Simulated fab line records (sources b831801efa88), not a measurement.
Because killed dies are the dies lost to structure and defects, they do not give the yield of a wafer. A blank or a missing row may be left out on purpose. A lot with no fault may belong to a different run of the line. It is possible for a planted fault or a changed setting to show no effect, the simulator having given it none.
Problem report in the 8D (eight disciplines) form, filled by code :: flow gf180mcu :: the parts of the form that need people (team, actions taken, sign-off) are left out

== 1. WHAT IS WRONG ==
Across 6 wafers from 2 lots, V5_CVD_02_THK at GF_V5_THK_MEAS_03 averages 1060 nm, while fault-free wafers read 1450 nm with a standard deviation of 20. That puts it -20 standard deviations away from the usual mean.
First seen on wafer L817.2, day 28 11:17, on filmMetro-02. At this step, 39 wafers from 13 lots have a number in the record. Rule for "out" (also "out of limits"): further than 4 standard deviations from the usual mean. The rest of the wafers with a number are treated as sound.

== 2. WHAT IT IS, WHAT IT ISN'T ==
question: which readings at this step
is: V5_CVD_02_THK
is not: -

question: which lots
is: L817, L818
is not: L811, L812, L822, L825, L826, L827, L828, L829, L830, L831, L832

question: which wafers of those lots
is: all that have a number
is not: -

question: read on which gauges
is: filmMetro-02, filmMetro-03
is not: filmMetro-01

question: when
is: from day 28 11:17
is not: up to then (6 sound wafers); but 27 sound wafers of L822, L825, L826, L827, L828, L829, L830, L831, L832 came after

== 3. SUSPECTS, AND WHAT RULES EACH OUT ==
Counting: a tool at a process step up to the reading stays a suspect if it ran every lot that is out and no sound lot after the first of them.
- ruled out: the gauge at GF_V5_THK_MEAS_03. 2 gauges (filmMetro-02, filmMetro-03) read the wafers that are out.
- pecvd-04 at GF_V5_CVD_02 (deposits SiO2 from TEOS, target thk 1450 nm, time 163.28 s): ruled out as a lasting fault. The sound lots L828, L832 went through it after L817, its earliest lot that is out (day 28 11:07).
Left after counting: nothing in the record.

== 4. THE CAUSE (what the simulator had put in) ==
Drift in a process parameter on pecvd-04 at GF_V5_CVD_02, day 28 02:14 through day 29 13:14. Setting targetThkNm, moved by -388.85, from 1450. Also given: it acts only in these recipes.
It was ruled out by counting, in error; the rule expects a fault to strike all lots run on its tool from its start on, and this fault did not.

== 5. SEQUENCE OF EFFECTS, ordered by route ==
Each row: a reading whose mean over the struck wafers that have a number lies more than 3 standard deviations from the usual. Only readings for which the record gives a usual standard deviation are gone through. hours: the time from each lot's start at the first step in this table that gives one to its start at this step, as a median over the lots. sigmas: the change in usual standard deviations.
hours: 0
step: GF_V5_THK_MEAS_03
reading: V5_CVD_02_THK
usual: 1450 nm
on struck wafers: 1060
change: -390
sigmas: -20

== 6. WHAT WOULD HAVE CAUGHT IT SOONER ==
The first out-of-limits reading at a measuring or inspecting step in this record came at day 28 11:17, 9 hours after the fault's start at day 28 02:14.
No tool reading at GF_V5_CVD_02 that has a usual standard deviation in the record was out on any struck wafer, so an alarm limit of 4 standard deviations on those readings would not have fired.
